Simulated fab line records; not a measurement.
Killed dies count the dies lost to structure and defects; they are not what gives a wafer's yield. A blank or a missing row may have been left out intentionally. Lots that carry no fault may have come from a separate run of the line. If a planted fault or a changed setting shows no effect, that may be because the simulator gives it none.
The tool behind it: which one? :: flow gf180mcu :: route of 602 steps, sampled at 1 step: 6 lots, 18 wafers

== WHAT EACH GAUGE READ, for each wafer ==
GF_V3_THK_MEAS_03.
lot: L860
measured: day 22 05:15
on: filmMetro-03
V3_CVD_02_THK (nm): 837 839 854

lot: L864
measured: day 23 18:17
on: filmMetro-02
V3_CVD_02_THK (nm): 852 838 860

lot: L869
measured: day 25 10:07
on: filmMetro-02
V3_CVD_02_THK (nm): 846 845 864

lot: L873
measured: day 26 17:26
on: filmMetro-01
V3_CVD_02_THK (nm): 844 854 863

lot: L879
measured: day 28 08:48
on: filmMetro-01
V3_CVD_02_THK (nm): 835 850 853

lot: L881
measured: day 28 20:40
on: filmMetro-01
V3_CVD_02_THK (nm): 842 839 870

== TOOL THAT RAN EACH LOT (tool first, then ch and the chambers of the sampled wafers, then the start) ==
Before these readings, the record contains no process step.

== THE ANSWER, worked out from the rows above alone ==
Rule: what is usual is taken from the lots themselves. Put in order of their means at a reading, lots are off if they are a third of the lots or fewer, leave a main group of 4 or more, and stand apart from it by a gap of 3 or more times the standard deviation of the main group's means; of several such gaps the widest counts. The tables above print the reading to a certain number of digits; a main group whose means all agree to those digits is not used. A lot without any number at a reading at which 4 lots or more have one is off too. All remaining lots with rows at the step are treated as sound.
None of the lots is off at any reading shown; this tells nothing.

== WHAT THE SIMULATOR PUT IN ==
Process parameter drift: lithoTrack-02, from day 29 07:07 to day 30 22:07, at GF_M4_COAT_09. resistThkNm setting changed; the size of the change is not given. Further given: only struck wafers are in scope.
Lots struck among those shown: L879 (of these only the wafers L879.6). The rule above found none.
